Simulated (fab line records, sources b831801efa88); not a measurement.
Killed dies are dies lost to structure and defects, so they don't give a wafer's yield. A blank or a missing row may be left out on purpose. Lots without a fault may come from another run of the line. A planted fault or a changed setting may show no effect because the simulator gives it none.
A struck lot beside a sound one | flow sfq_line | 42 steps out of a route of 325
Sound: wafers L852.1, L852.4, L852.5. Struck: wafer L857.1. (L857.3, L857.5 of the same lot were not struck and are left out.) The cause comes at the end.
At each step with rows: each side's tool, then ch and its chambers, then its first start. Under that, the readings that differ: sound wafers | struck wafers | difference of the means | sigmas: that difference in standard deviations of wafers without a fault.
alike: readings whose means differ by less than 2 such deviations, and words and numbers that are the same on both sides. not compared: withheld readings, readings that some wafer has no value for, bounds like >300 that may hide the same value, and numbers for which the record gives no deviation and whose values overlap.
The two part at a step that has a row with sigmas, a row that says differs or no value, or rows on one side only. Numbers that don't overlap but have no deviation are shown without sigmas and don't part them. A reading that every wafer of one side lacks parts them only if that side has two wafers or more.

first, 6 steps without rows for these wafers: SFQ_TRILAYER_I4_VIA_LITHO_COAT_108 (resist thk 62 nm); SFQ_TRILAYER_I4_VIA_LITHO_COAT_103 (resist thk 650 nm); SFQ_TRILAYER_I4_VIA_LITHO_SOFTBAKE_107; SFQ_TRILAYER_I4_VIA_LITHO_EXPOSE_104 (exposes mask I4, target cd 700 nm); SFQ_TRILAYER_I4_VIA_LITHO_PEB_106 (peb time 60 s); SFQ_TRILAYER_I4_VIA_LITHO_DEVELOP_105 (time 60 s).
SFQ_I4_OVL_MEAS_928:
  sound on overlay-02, day 46 20:41; struck on overlay-02, day 53 16:13
  reading     | sound    | struck | difference | sigmas
  I4_OVL (nm) | -8 -4 -1 | 9      | +13        | +2
then, 1 step without rows for these wafers: SFQ_TRILAYER_I4_VIA_BARC_OPEN_VIA_ETCH_146 (etches BARC in O2, target depth 125 nm, time 41.7 s).
SFQ_TRILAYER_I4_VIA_ETCH_VIA_ETCH_106: etches SiO2 in CHF3, stops on Nb, target depth 260 nm.
  sound on rie_diel-02 ch 0,1, day 46 20:46; struck on rie_diel-02 ch 0, day 53 16:17
  reading               | sound             | struck | difference | sigmas
  oes_product_au (a.u.) | 0.851 0.853 0.864 | 0.869  | +0.013     | +2
  alike: drypump_motor_current_A
then, 3 steps without rows for these wafers: SFQ_TRILAYER_I4_VIA_STRIP_STRIP_107 (strips in O2); SFQ_TRILAYER_I4_VIA_STRIP_SOLV_CLEAN_108 (cleans in NMP, time 600 s); SFQ_TRILAYER_JJ_TRILAYER_DEP_PRE_CLEAN_113 (time 22.5 s).
SFQ_TRILAYER_JJ_TRILAYER_DEP_SPUTTER_109: material Nb, target thk 150 nm, time 100 s.
  sound on pvd_sputter-03, day 46 21:41; struck on pvd_sputter-03, day 53 17:13
  reading                                                      | sound           | struck | difference | sigmas
  model.Nb_of_TRILAYER_JJ_TRILAYER_DEP_SPUTTER_109.thk_nm (nm) | 151.2 152.3 152 | 179.7  | +27.9      |
  alike: throttle_valve_pct
then, 3 steps without rows for these wafers: SFQ_TRILAYER_JJ_TRILAYER_DEP_SPUTTER_110 (material Al, target thk 8 nm, time 10 s); SFQ_TRILAYER_JJ_TRILAYER_DEP_AL_OXIDATION_111 (oxidation time 600 s); SFQ_TRILAYER_JJ_TRILAYER_DEP_SPUTTER_112 (material Nb, target thk 170 nm, time 113.3 s).
SFQ_JJ_RS_MEAS_929: measures by four-point-probe.
  sound on film_metro-01, day 46 22:51; struck on film_metro-04, day 53 18:23
  alike: JJ_NB_RS
then, 6 steps without rows for these wafers: SFQ_TRILAYER_JJ_CE_LITHO_COAT_119 (resist thk 62 nm); SFQ_TRILAYER_JJ_CE_LITHO_COAT_114 (resist thk 600 nm); SFQ_TRILAYER_JJ_CE_LITHO_SOFTBAKE_118; SFQ_TRILAYER_JJ_CE_LITHO_EXPOSE_115 (exposes mask J5, target cd 700 nm); SFQ_TRILAYER_JJ_CE_LITHO_PEB_117 (peb time 60 s); SFQ_TRILAYER_JJ_CE_LITHO_DEVELOP_116 (time 60 s).
SFQ_JJ_OVL_MEAS_931:
  sound on overlay-01, day 51 23:03; struck on overlay-02, day 54 04:42
  alike: J5_OVL
then, 1 step without rows for these wafers: SFQ_TRILAYER_JJ_CE_METRO_MEASURE_117.
SFQ_TRILAYER_JJ_CE_BARC_OPEN_RIE_150: chemistry O2, target BARC, target depth 240 nm, time 80 s.
  sound on rie_metal-02 ch 0,1, day 52 00:17; struck on rie_metal-01 ch 1, day 54 05:56
  alike: drypump_motor_current_A, oes_product_au
  not compared: rf_hours_counter_h
SFQ_TRILAYER_JJ_CE_ETCH_RIE_118: chemistry SF6, target Nb, stops on Al2O3, time 97.7 s, target depth 170 nm.
  sound on rie_metal-02 ch 0,1, day 52 00:23; struck on rie_metal-01 ch 1, day 54 06:02
  alike: drypump_motor_current_A, oes_product_au
  not compared: rf_hours_counter_h
then, 1 step without rows for these wafers: SFQ_TRILAYER_JJ_ANODIZE_ANODIZE_119.
SFQ_TRILAYER_JJ_CE_STRIP_STRIP_120: strips in O2.
  sound on rie_metal-04 ch 0,1, day 52 00:59; struck on rie_metal-04 ch 0, day 54 06:41
  reading               | sound             | struck | difference | sigmas
  oes_product_au (a.u.) | 1.001 1.013 1.006 | 0.992  | -0.015     | -2
  alike: drypump_motor_current_A
  not compared: rf_hours_counter_h
then, 7 steps without rows for these wafers: SFQ_TRILAYER_JJ_CE_STRIP_SOLV_CLEAN_121 (cleans in NMP, time 600 s); SFQ_TRILAYER_M5_LITHO_COAT_128 (resist thk 62 nm); SFQ_TRILAYER_M5_LITHO_COAT_123 (resist thk 600 nm); SFQ_TRILAYER_M5_LITHO_SOFTBAKE_127; SFQ_TRILAYER_M5_LITHO_EXPOSE_124 (exposes mask M5, target cd 700 nm); SFQ_TRILAYER_M5_LITHO_PEB_126 (peb time 60 s); SFQ_TRILAYER_M5_LITHO_DEVELOP_125 (time 60 s).
SFQ_M5_OVL_MEAS_932:
  sound on overlay-02, day 52 08:34; struck on overlay-02, day 54 20:26
  alike: M5_OVL
then, 1 step without rows for these wafers: SFQ_TRILAYER_M5_BARC_OPEN_METAL_ETCH_161 (etches BARC in O2, target depth 125 nm, time 41.7 s).
SFQ_TRILAYER_M5_ETCH_METAL_ETCH_126: etches Nb in Cl2/BCl3, stops on SiO2, time 203.2 s, target depth 265 nm.
  sound on rie_metal-01 ch 0,1, day 52 08:40; struck on rie_metal-03 ch 1, day 54 20:31
  reading                        | sound             | struck | difference | sigmas
  oes_product_au (a.u.)          | 0.726 0.738 0.739 | 0.789  | +0.055     | +9
  model.M5.feature_depth_nm (nm) | 163.6 164.6 164.2 | 191.9  | +27.8      |
  model.etch.depth_nm (nm)       | 151.2 152.3 152   | 179.7  | +27.9      |
  alike: drypump_motor_current_A
  not compared: rf_hours_counter_h
SFQ_TRILAYER_M5_STRIP_STRIP_127: strips in O2.
  sound on rie_metal-01 ch 0,1, day 52 08:52; struck on rie_metal-03 ch 1, day 54 20:43
  alike: drypump_motor_current_A, oes_product_au
  not compared: rf_hours_counter_h
then, 1 step without rows for these wafers: SFQ_TRILAYER_M5_STRIP_SOLV_CLEAN_128 (cleans in NMP, time 600 s).
-- the record jumps here: 23 days lie between the struck wafers' starts before and after --
SFQ_M8_BOW_MEAS_951:
  sound on film_metro-04, day 76 05:59; struck on film_metro-03, day 77 19:59
  reading                 | sound             | struck | difference | sigmas
  model.etest.m5.ohm_um   | 1.683 1.674 1.684 | 1.418  | -0.262     |
  model.etest.i4.link_ohm | 2.163 2.153 2.153 | 1.958  | -0.198     |
  model.etest.m5.ohm_sq   | 1.178 1.17 1.172  | 0.9916 | -0.1817    |
  model.etest.i5.link_ohm | 2.243 2.244 2.261 | 2.063  | -0.186     |
  alike: M8_BOW

WHERE THEY PART
First at SFQ_I4_OVL_MEAS_928; last, within this record, at SFQ_TRILAYER_M5_ETCH_METAL_ETCH_126. Later steps at which nothing parts them and some readings are alike: SFQ_TRILAYER_M5_STRIP_STRIP_127, SFQ_M8_BOW_MEAS_951.

WHY: what the simulator had put in
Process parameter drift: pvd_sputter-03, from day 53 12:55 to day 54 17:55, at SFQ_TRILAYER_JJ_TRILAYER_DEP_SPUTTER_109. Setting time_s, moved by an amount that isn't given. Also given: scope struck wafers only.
